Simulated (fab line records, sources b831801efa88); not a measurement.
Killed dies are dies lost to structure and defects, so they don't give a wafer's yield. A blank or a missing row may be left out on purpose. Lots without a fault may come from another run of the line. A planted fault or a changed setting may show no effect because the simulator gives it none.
Which tool did it? | flow gf180mcu | 13 lots, 39 wafers sampled, at 5 steps of a route of 602

WHAT THE GAUGES READ, wafer by wafer
GF_SAB_THK_MEAS_01.
lot  | measured     | on            | SAB_CVD_00_THK (nm)
L288 | day 14 15:17 | film_metro-02 | 51.3 51.0 50.6
L289 | day 14 23:37 | film_metro-02 | 49.8 48.7 50.5
L290 | day 15 02:48 | film_metro-04 | 50.6 50.6 51.5
L291 | day 15 17:15 | film_metro-04 | 49.5 51.0 50.8
L292 | day 15 22:31 | film_metro-02 | 50.0 50.8 50.8
L294 | day 16 21:20 | film_metro-04 | 49.5 51.2 50.9
L298 | day 18 03:56 | film_metro-02 | 48.9 49.5 49.5
L299 | day 18 11:21 | film_metro-01 | 49.8 50.8 49.8
L305 | day 20 13:28 | film_metro-01 | 49.9 50.5 50.3
L307 | day 21 02:08 | film_metro-02 | 50.1 50.2 50.5
L308 | day 21 12:36 | film_metro-04 | 50.2 50.3 49.9
L309 | day 22 00:04 | film_metro-02 | 49.2 49.3 49.4
L310 | day 22 06:32 | film_metro-02 | 49.4 51.1 50.4

GF_CONTACT_BOW_MEAS_05.
lot  | measured     | on            | CONTACT_BOW (um)
L288 | day 15 13:39 | film_metro-03 | 62 65 70
L289 | day 15 22:34 | film_metro-03 | 65 78 72
L290 | day 16 01:33 | film_metro-03 | 65 67 72
L291 | day 16 16:14 | film_metro-02 | 65 54 62
L292 | day 16 21:49 | film_metro-02 | 74 60 60
L294 | day 17 22:37 | film_metro-02 | 62 55 77
L298 | day 19 05:29 | film_metro-02 | 36 41 49
L299 | day 19 12:43 | film_metro-01 | 50 39 49
L305 | day 21 15:03 | film_metro-01 | 63 69 67
L307 | day 22 03:25 | film_metro-01 | 68 74 73
L308 | day 22 14:01 | film_metro-03 | 66 64 71
L309 | day 23 01:09 | film_metro-03 | 57 57 70
L310 | day 23 07:32 | film_metro-02 | 64 75 57

GF_CONTACT_CD_MEAS_14: target cd 220 nm.
lot  | measured     | on        | cd_nm (nm)
L288 | day 16 11:17 | cd_sem-01 | 218.7 220.4 220.7
L289 | day 16 20:09 | cd_sem-02 | 219.1 218.2 218.5
L290 | day 16 23:02 | cd_sem-02 | 219.6 219.1 220.1
L291 | day 17 15:15 | cd_sem-02 | 219.3 220.0 219.0
L292 | day 17 20:37 | cd_sem-02 | 216.2 217.9 217.5
L294 | day 18 22:38 | cd_sem-01 | 220.4 220.6 220.5
L298 | day 20 05:35 | cd_sem-02 | 218.6 217.9 217.7
L299 | day 20 12:35 | cd_sem-01 | 220.9 219.9 220.8
L305 | day 22 14:42 | cd_sem-01 | 219.7 218.8 218.8
L307 | day 23 03:28 | cd_sem-02 | 219.3 220.3 219.6
L308 | day 23 14:14 | cd_sem-02 | 221.9 222.5 223.0
L309 | day 24 00:26 | cd_sem-02 | 219.3 218.4 218.2
L310 | day 24 06:35 | cd_sem-02 | 218.1 219.1 220.2

WHICH TOOL RAN EACH LOT (tool, then ch and the chambers of the sampled wafers, then the start)
lot  | GF_SAB_ETCH_11                     | GF_CONTACT_CVD_02
L288 | rie_diel-04 ch 1,2,3, day 15 12:12 | pecvd-01 ch 0,1,2, day 15 13:12
L289 | rie_diel-02 ch 0,1,2, day 15 21:07 | pecvd-03 ch 1,2, day 15 22:07
L290 | rie_diel-04 ch 0,2,3, day 15 23:56 | pecvd-03 ch 0,1, day 16 01:07
L291 | rie_diel-04 ch 0,1,3, day 16 14:44 | pecvd-01 ch 0,2, day 16 15:49
L292 | rie_diel-04 ch 0,1,3, day 16 20:11 | pecvd-03 ch 1,2, day 16 21:22
L294 | rie_diel-04 ch 0,1, day 17 20:23   | pecvd-03 ch 0,1, day 17 21:30
L298 | rie_diel-04 ch 0,1,3, day 19 03:59 | pecvd-04 ch 1,2, day 19 04:59
L299 | rie_diel-02 ch 0,2, day 19 11:17   | pecvd-04 ch 0,2, day 19 12:17
L305 | rie_diel-03 ch 0,3, day 21 13:28   | pecvd-04 ch 0,1,2, day 21 14:35
L307 | rie_diel-04 ch 0,1,2, day 22 01:59 | pecvd-01 ch 0,1,2, day 22 02:59
L308 | rie_diel-02 ch 0,2,3, day 22 12:31 | pecvd-01 ch 0,1,2, day 22 13:35
L309 | rie_diel-04 ch 0,1,2, day 22 23:44 | pecvd-01 ch 0,1, day 23 00:42
L310 | rie_diel-04 ch 2,3, day 23 06:08   | pecvd-01 ch 1,2, day 23 07:06
- GF_SAB_ETCH_11: etches SiO2 in C4F8/O2/Ar, target depth 55 nm, time 8.5 s.
- GF_CONTACT_CVD_02: deposits SiO2 from TEOS, target thk 860 nm, time 95.992 s.

WHAT THE TOOLS THEMSELVES READ (means of the sampled wafers that have a number; where no wafer has one, the mark that the record gives instead)
GF_SAB_ETCH_11.
lot  | tool        | bias_w (W) | oes_product_au (a.u.)
L288 | rie_diel-04 | 1201       | 0.982
L289 | rie_diel-02 | 1203       | 0.991
L290 | rie_diel-04 | 1199       | 0.991
L291 | rie_diel-04 | 1197       | 0.999
L292 | rie_diel-04 | 1197       | 0.996
L294 | rie_diel-04 | 1202       | 1.000
L298 | rie_diel-04 | 1199       | 0.996
L299 | rie_diel-02 | 1200       | 1.000
L305 | rie_diel-03 | 1202       | 0.992
L307 | rie_diel-04 | 1202       | 0.995
L308 | rie_diel-02 | 1201       | 0.994
L309 | rie_diel-04 | 1199       | 0.997
L310 | rie_diel-04 | 1203       | 0.993

GF_CONTACT_CVD_02.
lot  | tool     | heater_power_outer_w (W) | heater_power_w (W) | susceptor_temp_C (C)
L288 | pecvd-01 | 348                      | 593                | 400.00
L289 | pecvd-03 | 353                      | 565                | 400.03
L290 | pecvd-03 | 324                      | 578                | 399.81
L291 | pecvd-01 | 414                      | 672                | 400.32
L292 | pecvd-03 | 341                      | 554                | 399.88
L294 | pecvd-03 | 353                      | 581                | 399.84
L298 | pecvd-04 | -                        | -                  | -
L299 | pecvd-04 | -                        | -                  | -
L305 | pecvd-04 | 418                      | 764                | 400.36
L307 | pecvd-01 | 374                      | 637                | 399.94
L308 | pecvd-01 | 382                      | 658                | 400.15
L309 | pecvd-01 | 356                      | 625                | 400.03
L310 | pecvd-01 | 388                      | 660                | 399.93

THE ANSWER, worked out from the rows above alone
Rule: what is usual is taken from the lots themselves. Put in order of their means at a reading, lots are off if they are a third of the lots or fewer, leave a main group of 4 or more, and stand apart from it by a gap of 3 or more times the standard deviation of the main group's means; of several such gaps the widest counts. A main group whose means are all the same, to the digits that the tables above print for the reading, isn't used. A lot without any number at a reading at which 4 lots or more have one is off too. The other lots that the step has rows for count as sound. The gauges are gone through in route order, then the tools' own readings, and for those a lot's mean is taken as printed above. The first step at which some lot is off is used, and at that step the reading that is off furthest; a lot without a number counts as furthest.
Off: L298, L299, at GF_CONTACT_BOW_MEAS_05 (CONTACT_BOW). The main group: mean 66 um, standard deviation 3.4.
A tool fits if, at a process step before that reading, it ran every lot that is off, and no sound lot after the first of them. The gauges at GF_CONTACT_BOW_MEAS_05 aren't tried: what is off there is off at GF_CONTACT_CVD_02 too, on other tools, and a gauge's error can't cause that. None of those tried fits.

WHAT THE SIMULATOR HAD PUT IN
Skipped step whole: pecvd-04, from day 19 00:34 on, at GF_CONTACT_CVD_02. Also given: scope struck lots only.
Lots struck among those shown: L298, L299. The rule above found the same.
